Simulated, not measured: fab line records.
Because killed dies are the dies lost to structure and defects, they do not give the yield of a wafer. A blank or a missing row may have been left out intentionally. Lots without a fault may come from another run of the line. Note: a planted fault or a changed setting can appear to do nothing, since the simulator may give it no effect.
fab line records || flow sfq-line
[record] {"lots": 14, "wafers": 42, "last-day": 85}
route steps=325 shown M0@39
lots untouched by any fault: they come from a run of this same line in which no faults occurred
start-h: the number of hours between the record's first day and the start of the first shown wafer of the lot || wait-h: hours from the lot's prior step to this one || " the same as in the row above || L1.1+2: several wafers, shown together as one row || - no value present, or no start provided || * or withheld: withheld || < > ~ a bound
route shown NAME@n: a module of which the file shows steps, and the number in the route of the first || usual: average and standard deviation across the fault-free wafers || same: alike in all rows || chamber/n: place in a boat || sites: readings site by site || _std_site: standard deviation of those values || _edge_site: outer sites' mean less inner sites' || radius-mm: for every site, how far away it sits from the centre of the wafer || mask NAME#n: copy n || behind: tool/chamber where the wafer was last shaped || hold: reason for holding the lot/hours on hold/outcome of the hold || device: the transistor (n, p or np) that didn't switch || end of line: the same wafers' tests at the end of the route || a step without rows: its recipe alone || killed: dies that structure and defects cost at the first sort, which is not the same as the wafer's yield || map: the dies of a wafer, with x for killed, . for not killed, _ for no die there
set.NAME: the setting as run; set.NAME@STEP: as run at that earlier step || model.NAME: the simulator's own value behind a step, which no gauge read
steps of the route over a sample of lots; a table a step, a row a wafer
services: when a tool's chamber went out of use (start-h, in hours from the record's first day, below 0 if earlier), for how many hours, and the reason
[[steps]]
[step SFQ_TRILAYER_M0_BARC_OPEN_METAL_ETCH_031]
[recipe] {"mask-material": "PR", "chemistry": "O2", "target-depth-nm": 125, "target": "BARC", "icp-w": 600, "bias-w": 80, "pressure-mtorr": 10, "time-s": 41.7}
[usual] {"drypump-motor-current-A": "5.93/0.24", "oes-product-au": "0.685/0.0045", "run-length-s": "70.3/0.72", "time-s": "41.7/0"}
{"lot.wafer": "L261.1", "tool": "rie-metal-01", "chamber": 0, "start-h": 176.89, "wait-h": 0.0, "drypump-motor-current-A": 6.12, "oes-product-au": 0.688, "rf-hours-counter-h": 150, "run-length-s": 70.2, "time-s": 41.7}
{"lot.wafer": "L261.5", "tool": "rie-metal-01", "chamber": 0, "start-h": 176.89, "wait-h": 0.0, "drypump-motor-current-A": 6.08, "oes-product-au": 0.689, "rf-hours-counter-h": "-", "run-length-s": 70.3, "time-s": 41.7}
{"lot.wafer": "L261.6", "tool": "rie-metal-01", "chamber": 1, "start-h": 176.89, "wait-h": 0.0, "drypump-motor-current-A": 6.28, "oes-product-au": 0.682, "rf-hours-counter-h": "-", "run-length-s": 70.5, "time-s": 41.7}
{"lot.wafer": "L262.1", "tool": "rie-metal-01", "chamber": 1, "start-h": 180.49, "wait-h": 0.0, "drypump-motor-current-A": 6.30, "oes-product-au": 0.688, "rf-hours-counter-h": 10, "run-length-s": 70.4, "time-s": 41.7}
{"lot.wafer": "L262.3", "tool": "rie-metal-01", "chamber": 0, "start-h": 180.49, "wait-h": 0.0, "drypump-motor-current-A": 6.08, "oes-product-au": 0.686, "rf-hours-counter-h": "-", "run-length-s": 70.1, "time-s": 41.7}
{"lot.wafer": "L262.4", "tool": "rie-metal-01", "chamber": 1, "start-h": 180.49, "wait-h": 0.0, "drypump-motor-current-A": 6.34, "oes-product-au": 0.686, "rf-hours-counter-h": "-", "run-length-s": 70.2, "time-s": 41.7}
{"lot.wafer": "L263.2", "tool": "rie-metal-02", "chamber": 1, "start-h": 181.69, "wait-h": 0.0, "drypump-motor-current-A": 5.78, "oes-product-au": 0.678, "rf-hours-counter-h": 114, "run-length-s": 70.1, "time-s": 41.7}
{"lot.wafer": "L263.4", "tool": "rie-metal-02", "chamber": 0, "start-h": 181.69, "wait-h": 0.0, "drypump-motor-current-A": 5.63, "oes-product-au": 0.684, "rf-hours-counter-h": "-", "run-length-s": 69.7, "time-s": 41.7}
{"lot.wafer": "L263.6", "tool": "rie-metal-02", "chamber": 1, "start-h": 181.69, "wait-h": 0.0, "drypump-motor-current-A": 5.75, "oes-product-au": 0.687, "rf-hours-counter-h": "-", "run-length-s": 70.2, "time-s": 41.7}
{"lot.wafer": "L264.2", "tool": "rie-metal-02", "chamber": 0, "start-h": 190.09, "wait-h": 0.0, "drypump-motor-current-A": 5.63, "oes-product-au": 0.695, "rf-hours-counter-h": 31, "run-length-s": 69.8, "time-s": 41.7}
{"lot.wafer": "L264.5", "tool": "rie-metal-02", "chamber": 1, "start-h": 190.09, "wait-h": 0.0, "drypump-motor-current-A": 5.73, "oes-product-au": 0.680, "rf-hours-counter-h": "-", "run-length-s": 69.8, "time-s": 41.7}
{"lot.wafer": "L264.6", "tool": "rie-metal-02", "chamber": 0, "start-h": 190.09, "wait-h": 0.0, "drypump-motor-current-A": 5.64, "oes-product-au": 0.690, "rf-hours-counter-h": "-", "run-length-s": 69.6, "time-s": 41.7}
{"lot.wafer": "L265.1", "tool": "rie-metal-02", "chamber": 1, "start-h": 196.09, "wait-h": 0.0, "drypump-motor-current-A": 5.75, "oes-product-au": 0.682, "rf-hours-counter-h": 117, "run-length-s": 69.8, "time-s": 41.7}
{"lot.wafer": "L265.5", "tool": "rie-metal-02", "chamber": 1, "start-h": 196.09, "wait-h": 0.0, "drypump-motor-current-A": 5.73, "oes-product-au": 0.691, "rf-hours-counter-h": "-", "run-length-s": 70.4, "time-s": 41.7}
{"lot.wafer": "L265.6", "tool": "rie-metal-02", "chamber": 0, "start-h": 196.09, "wait-h": 0.0, "drypump-motor-current-A": 5.64, "oes-product-au": 0.683, "rf-hours-counter-h": "-", "run-length-s": 69.8, "time-s": 41.7}
{"lot.wafer": "L266.1", "tool": "rie-metal-01", "chamber": 1, "start-h": 200.69, "wait-h": 0.0, "drypump-motor-current-A": 6.30, "oes-product-au": 0.687, "rf-hours-counter-h": 13, "run-length-s": 70.3, "time-s": 41.7}
{"lot.wafer": "L266.2", "tool": "rie-metal-01", "chamber": 0, "start-h": 200.69, "wait-h": 0.0, "drypump-motor-current-A": 6.15, "oes-product-au": 0.685, "rf-hours-counter-h": 154, "run-length-s": 70.5, "time-s": 41.7}
{"lot.wafer": "L266.4", "tool": "rie-metal-01", "chamber": 1, "start-h": 200.69, "wait-h": 0.0, "drypump-motor-current-A": 6.28, "oes-product-au": 0.681, "rf-hours-counter-h": "-", "run-length-s": 70.8, "time-s": 41.7}
{"lot.wafer": "L267.2", "tool": "rie-metal-03", "chamber": 1, "start-h": 206.69, "wait-h": 0.0, "drypump-motor-current-A": 5.95, "oes-product-au": 0.680, "rf-hours-counter-h": 25, "run-length-s": 69.9, "time-s": 41.7}
{"lot.wafer": "L267.4", "tool": "rie-metal-03", "chamber": 0, "start-h": 206.69, "wait-h": 0.0, "drypump-motor-current-A": 5.91, "oes-product-au": 0.686, "rf-hours-counter-h": "-", "run-length-s": 69.9, "time-s": 41.7}
{"lot.wafer": "L267.6", "tool": "rie-metal-03", "chamber": 0, "start-h": 206.69, "wait-h": 0.0, "drypump-motor-current-A": 5.91, "oes-product-au": 0.688, "rf-hours-counter-h": "-", "run-length-s": 69.9, "time-s": 41.7}
{"lot.wafer": "L268.2", "tool": "rie-metal-01", "chamber": 1, "start-h": 217.49, "wait-h": 0.0, "drypump-motor-current-A": 6.30, "oes-product-au": 0.684, "rf-hours-counter-h": 16, "run-length-s": 70.4, "time-s": 41.7}
{"lot.wafer": "L268.4", "tool": "rie-metal-01", "chamber": 0, "start-h": 217.49, "wait-h": 0.0, "drypump-motor-current-A": 6.13, "oes-product-au": 0.683, "rf-hours-counter-h": "-", "run-length-s": 70.4, "time-s": 41.7}
{"lot.wafer": "L268.6", "tool": "rie-metal-01", "chamber": 0, "start-h": 217.49, "wait-h": 0.0, "drypump-motor-current-A": 6.14, "oes-product-au": 0.685, "rf-hours-counter-h": "-", "run-length-s": 70.1, "time-s": 41.7}
{"lot.wafer": "L269.3", "tool": "rie-metal-03", "chamber": 0, "start-h": 240.56, "wait-h": 0.0, "drypump-motor-current-A": 5.93, "oes-product-au": 0.680, "rf-hours-counter-h": "-", "run-length-s": 69.9, "time-s": 41.7}
{"lot.wafer": "L269.4", "tool": "rie-metal-03", "chamber": 1, "start-h": 240.56, "wait-h": 0.0, "drypump-motor-current-A": 5.97, "oes-product-au": 0.680, "rf-hours-counter-h": "-", "run-length-s": 70.4, "time-s": 41.7}
{"lot.wafer": "L269.5", "tool": "rie-metal-03", "chamber": 0, "start-h": 240.56, "wait-h": 0.0, "drypump-motor-current-A": 5.92, "oes-product-au": 0.681, "rf-hours-counter-h": "-", "run-length-s": 70.0, "time-s": 41.7}
{"lot.wafer": "L270.3", "tool": "rie-metal-01", "chamber": 1, "start-h": 326.86, "wait-h": 0.0, "drypump-motor-current-A": 6.33, "oes-product-au": 0.683, "rf-hours-counter-h": "-", "run-length-s": 70.7, "time-s": 41.7}
{"lot.wafer": "L270.5", "tool": "rie-metal-01", "chamber": 0, "start-h": 326.86, "wait-h": 0.0, "drypump-motor-current-A": 6.13, "oes-product-au": 0.684, "rf-hours-counter-h": "-", "run-length-s": 70.5, "time-s": 41.7}
{"lot.wafer": "L270.6", "tool": "rie-metal-01", "chamber": 1, "start-h": 326.86, "wait-h": 0.0, "drypump-motor-current-A": 6.31, "oes-product-au": 0.684, "rf-hours-counter-h": "-", "run-length-s": 70.7, "time-s": 41.7}
{"lot.wafer": "L271.3", "tool": "rie-metal-02", "chamber": 1, "start-h": 338.86, "wait-h": 0.0, "drypump-motor-current-A": 5.71, "oes-product-au": 0.811, "rf-hours-counter-h": "-", "run-length-s": 60.3, "time-s": 29.19}
{"lot.wafer": "L271.4", "tool": "rie-metal-02", "chamber": 0, "start-h": 338.86, "wait-h": 0.0, "drypump-motor-current-A": 5.62, "oes-product-au": 0.822, "rf-hours-counter-h": "-", "run-length-s": 60.2, "time-s": 29.19}
{"lot.wafer": "L271.5", "tool": "rie-metal-02", "chamber": 1, "start-h": 338.86, "wait-h": 0.0, "drypump-motor-current-A": 5.73, "oes-product-au": 0.824, "rf-hours-counter-h": "-", "run-length-s": 60.4, "time-s": 29.19}
{"lot.wafer": "L272.1", "tool": "rie-metal-02", "chamber": 0, "start-h": 344.84, "wait-h": 0.0, "drypump-motor-current-A": 5.64, "oes-product-au": 0.817, "rf-hours-counter-h": 53, "run-length-s": 60.8, "time-s": 29.19}
{"lot.wafer": "L272.3", "tool": "rie-metal-02", "chamber": 0, "start-h": 344.84, "wait-h": 0.0, "drypump-motor-current-A": 5.65, "oes-product-au": 0.824, "rf-hours-counter-h": "-", "run-length-s": 60.8, "time-s": 29.19}
{"lot.wafer": "L272.6", "tool": "rie-metal-02", "chamber": 0, "start-h": 344.84, "wait-h": 0.0, "drypump-motor-current-A": 5.63, "oes-product-au": 0.822, "rf-hours-counter-h": "-", "run-length-s": 60.5, "time-s": 29.19}
{"lot.wafer": "L273.1", "tool": "rie-metal-01", "chamber": 0, "start-h": 352.04, "wait-h": 0.0, "drypump-motor-current-A": 6.12, "oes-product-au": 0.820, "rf-hours-counter-h": 177, "run-length-s": 60.6, "time-s": 29.19}
{"lot.wafer": "L273.4", "tool": "rie-metal-01", "chamber": 1, "start-h": 352.04, "wait-h": 0.0, "drypump-motor-current-A": 6.32, "oes-product-au": 0.818, "rf-hours-counter-h": "-", "run-length-s": 60.8, "time-s": 29.19}
{"lot.wafer": "L273.6", "tool": "rie-metal-01", "chamber": 0, "start-h": 352.04, "wait-h": 0.0, "drypump-motor-current-A": 6.12, "oes-product-au": 0.806, "rf-hours-counter-h": "-", "run-length-s": 60.5, "time-s": 29.19}
{"lot.wafer": "L274.3", "tool": "rie-metal-03", "chamber": 1, "start-h": 360.46, "wait-h": 0.0, "drypump-motor-current-A": 5.97, "oes-product-au": 0.821, "rf-hours-counter-h": "-", "run-length-s": 60.8, "time-s": 29.19}
{"lot.wafer": "L274.4", "tool": "rie-metal-03", "chamber": 0, "start-h": 360.46, "wait-h": 0.0, "drypump-motor-current-A": 5.93, "oes-product-au": 0.814, "rf-hours-counter-h": "-", "run-length-s": 60.5, "time-s": 29.19}
{"lot.wafer": "L274.6", "tool": "rie-metal-03", "chamber": 1, "start-h": 360.46, "wait-h": 0.0, "drypump-motor-current-A": 5.96, "oes-product-au": 0.816, "rf-hours-counter-h": "-", "run-length-s": 60.6, "time-s": 29.19}
[[services]]
{"tool": "rie-metal-01", "chamber": "-", "start-h": 171.02, "hours": 0.2, "kind": "repair"}
{"tool": "rie-metal-02", "chamber": 0, "start-h": 175.34, "hours": 5.9, "kind": "repair"}
{"tool": "rie-metal-02", "chamber": 0, "start-h": 255.51, "hours": 19.2, "kind": "repair"}
[[key]]
[first-sign] {"step": "SFQ_TRILAYER_M0_BARC_OPEN_METAL_ETCH_031", "reading": "time-s", "direction": "down", "sigmas": "99+", "usual": "*", "struck": "*"}
[effect] {"step": "SFQ_TRILAYER_M0_BARC_OPEN_METAL_ETCH_031", "reading": "oes-product-au", "direction": "up", "sigmas": 30, "usual": 0.685, "struck": 0.818}
met-at SFQ_TRILAYER_M0_BARC_OPEN_METAL_ETCH_031
struck-lots L271,L272,L273,L274
onset-between 326.86 338.86
[fault] {"kind": "recipe-version-skew", "tool": "rie-metal-01,rie-metal-02,rie-metal-03", "chamber": "-", "onset-h": 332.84, "steps": "SFQ_TRILAYER_M0_BARC_OPEN_METAL_ETCH_031", "wrong-recipe.time-s": "*"}
